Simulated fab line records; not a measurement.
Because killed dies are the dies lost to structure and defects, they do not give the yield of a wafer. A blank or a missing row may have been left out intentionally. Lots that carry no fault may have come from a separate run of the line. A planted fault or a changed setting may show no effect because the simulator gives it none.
Check for tools in common ; flow gf180mcu ; 11 lots, 33 wafers sampled

WHY THIS WAS OPENED
Of 11 lots, 1 have the reading VT_IMPLANT_3_TW flagged at GF_VT_IMPLANT_TW_MEAS_32. No-fault wafers: 271, standard deviation 3.1.
Rule: a lot is flagged in two cases, either no wafer of it has a number, or all its wafers with numbers fall more than 4 standard deviations from that mean. All remaining lots are regarded as sound.

lot;measured;on;VT_IMPLANT_3_TW, wafer by wafer;flag
L351;day 6 23:02;film metro-04;267 266 267;
L352;day 7 04:41;film metro-01;272 273 273;
L356;day 8 06:56;film metro-04;30 30 30;FLAGGED
L359;day 9 02:34;film metro-04;269 270 270;
L364;day 10 09:55;film metro-03;266 265 267;
L365;day 10 19:55;film metro-03;267 267 267;
L366;day 10 23:35;film metro-03;267 267 267;
L369;day 11 16:31;film metro-01;276 276 275;
L371;day 12 07:15;film metro-01;275 273 274;
L373;day 12 19:23;film metro-01;273 274 274;
L374;day 13 04:04;film metro-04;267 269 269;
The numbers of the flagged lots are 30 on average: -241 against the usual, or -78 standard deviations.

LOT BY LOT: THE TOOL USED
The record holds 2 process steps before the reading, out of a route of 602 steps. Every cell lists first the tool, next ch and the chambers used by the sampled wafers, and last the start.
lot;flag;GF_VT_IMPLANT_STRIP_20;GF_VT_IMPLANT_STRIP_31
L351;;plasma asher-03 ch 0,1, day 6 07:25;plasma asher-04 ch 0,1, day 6 22:56
L352;;plasma asher-04 ch 0,1, day 6 13:13;plasma asher-04 ch 0,1, day 7 04:35
L356;FLAGGED;plasma asher-03 ch 0,1, day 7 15:20;plasma asher-01 ch 0,1, day 8 06:50
L359;;plasma asher-01 ch 0, day 8 09:35;plasma asher-04 ch 1, day 9 02:28
L364;;plasma asher-01 ch 0,1, day 9 15:37;plasma asher-01 ch 0,1, day 10 09:49
L365;;plasma asher-03 ch 0,1, day 10 01:45;plasma asher-01 ch 0, day 10 19:48
L366;;plasma asher-04 ch 0,1, day 10 05:07;plasma asher-01 ch 0, day 10 23:29
L369;;plasma asher-03 ch 0,1, day 10 22:03;plasma asher-03 ch 0, day 11 16:25
L371;;plasma asher-03 ch 0,1, day 11 12:23;plasma asher-04 ch 0,1, day 12 07:09
L373;;plasma asher-03 ch 0,1, day 12 00:02;plasma asher-03 ch 0,1, day 12 19:16
L374;;plasma asher-04 ch 0,1, day 12 08:26;plasma asher-04 ch 0,1, day 13 03:57
What the steps here do:
- GF_VT_IMPLANT_STRIP_20: strips in O2/N2.
- GF_VT_IMPLANT_STRIP_31: strips in O2/N2.
- GF_VT_IMPLANT_TW_MEAS_32

FLAGGED OVER TOTAL, TOOL BY TOOL (the gauges that took the reading come last)
step;tool;lots run;flagged;share of the flagged lots;sound lots run after its first flagged lot
GF_VT_IMPLANT_STRIP_20;plasma asher-01;2;0;none;-
GF_VT_IMPLANT_STRIP_20;plasma asher-03;6;1;all;4 (L365,L369,L371,L373)
GF_VT_IMPLANT_STRIP_20;plasma asher-04;3;0;none;-
GF_VT_IMPLANT_STRIP_31;plasma asher-01;4;1;all;3 (L364,L365,L366)
GF_VT_IMPLANT_STRIP_31;plasma asher-03;2;0;none;-
GF_VT_IMPLANT_STRIP_31;plasma asher-04;5;0;none;-
GF_VT_IMPLANT_TW_MEAS_32;film metro-01;4;0;none;-
GF_VT_IMPLANT_TW_MEAS_32;film metro-03;3;0;none;-
GF_VT_IMPLANT_TW_MEAS_32;film metro-04;4;1;all;2 (L359,L374)

WHAT THE TABLE ALLOWS
plasma asher-03 at GF_VT_IMPLANT_STRIP_20, plasma asher-01 at GF_VT_IMPLANT_STRIP_31 and film metro-04 at GF_VT_IMPLANT_TW_MEAS_32: these 3 rows of the table ran every flagged lot.
- plasma asher-03 at GF_VT_IMPLANT_STRIP_20 ran 6 lots, 1 of them flagged. Lots that were sound ran on it after the first flagged one (L365, L369, L371, L373); a persistent fault on the entire tool would not allow that. Its own readings (oes product au) fall more than 4 standard deviations out on all wafers of the flagged lots.
- plasma asher-01 at GF_VT_IMPLANT_STRIP_31 ran 4 lots, 1 of them flagged. Lots that were sound ran on it after the first flagged one (L364, L365, L366); a persistent fault on the entire tool would not allow that. Its own readings (strip time to endpoint s) fall more than 4 standard deviations out on all wafers of the flagged lots.
- film metro-04 at GF_VT_IMPLANT_TW_MEAS_32 ran 4 lots, 1 of them flagged. Lots that were sound ran on it after the first flagged one (L359, L374); a persistent fault on the entire tool would not allow that.
Not one row of the table ran every flagged lot while running no sound lot after the first.

WHAT WAS PUT IN BY THE SIMULATOR
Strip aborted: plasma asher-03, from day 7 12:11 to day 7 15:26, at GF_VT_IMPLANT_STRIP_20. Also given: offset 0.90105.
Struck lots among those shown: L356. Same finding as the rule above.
